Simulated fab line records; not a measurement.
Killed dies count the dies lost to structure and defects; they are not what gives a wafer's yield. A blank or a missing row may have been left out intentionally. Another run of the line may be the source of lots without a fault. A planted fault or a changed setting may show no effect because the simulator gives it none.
2 desks looking at one fault    flow sky130    only its own numbers are on each desk; what lay behind them is given at the end

== AT THE TOOL OWNER'S DESK: pvdSputter-01 ==
The tool's own readings at SKY_LI_CONTACT_SPUTTER_19 (material Ti, target thk 20 nm, time 106.37 s): means of the sampled wafers that have a number, for each lot that ran on this tool. Marked OUT: a lot whose mean sits more than 4 standard deviations from the usual mean, which makes it out of limits; the brackets give that distance.
Columns: A = throttleValvePct at SKY_LI_CONTACT_SPUTTER_19, usual 29.8 %
lot   first seen here  A
L912  day 30 09:19     29.6
L914  day 31 03:57     29.6
L924  day 34 15:17     30.0
This desk's finding: nothing out of limits on any of the 3 lots.

== METROLOGY DESK ==
Means of the sampled wafers that have a number, per lot and without regard to the tool the lot ran on: this is what the gauges read. Marked OUT: a lot whose mean sits more than 4 standard deviations from the usual mean, which makes it out of limits; the brackets give that distance. Of its 10 readings 7 are shown: those that lie furthest out on some lot.
Columns: A = LI_CONTACT_OVL at SKY_LI_CONTACT_OVL_MEAS_13, usual -1 nm; B = LI_CONTACT_W_RS at SKY_LI_CONTACT_RS_MEAS_22, usual 0.285 ohm/sq; C = LI_CONTACT_W_THK at SKY_LI_CONTACT_THK_MEAS_23, usual 409 nm; D = LOCAL_INTERCONNECT_TIN_RS at SKY_LOCAL_INTERCONNECT_RS_MEAS_01, usual 14.24 ohm/sq; E = LOCAL_INTERCONNECT_TIN_THK at SKY_LOCAL_INTERCONNECT_THK_MEAS_02, usual 101.2 nm; F = CONTACT_CVD_00_THK at SKY_CONTACT_THK_MEAS_01, usual 75.1 nm; G = CONTACT_HDPCVD_THK at SKY_CONTACT_THK_MEAS_03, usual 564 nm
lot   first seen here  A   B      C    D      E      F     G
L912  day 30 08:43     -1  0.281  417  14.30  99.7   75.1  569
L914  day 31 03:23     12  0.285  408  14.04  102.9  75.4  573
L924  day 34 14:45     -9  0.284  408  14.12  101.8  75.2  560
L927  day 35 11:32     -1  0.283  411  14.20  101.5  74.6  566
L928  day 35 12:58     4   0.286  408  14.33  101.0  74.0  565
L931  day 36 17:53     2   0.290  404  14.03  102.7  75.1  564
This desk's finding: nothing out of limits on any of the 6 lots.

== TAKEN TOGETHER ==
Nothing out of limits was seen by the tool owner's desk.
At the metrology desk, nothing out of limits was observed.

== WHAT HAD BEEN PUT IN BY THE SIMULATOR ==
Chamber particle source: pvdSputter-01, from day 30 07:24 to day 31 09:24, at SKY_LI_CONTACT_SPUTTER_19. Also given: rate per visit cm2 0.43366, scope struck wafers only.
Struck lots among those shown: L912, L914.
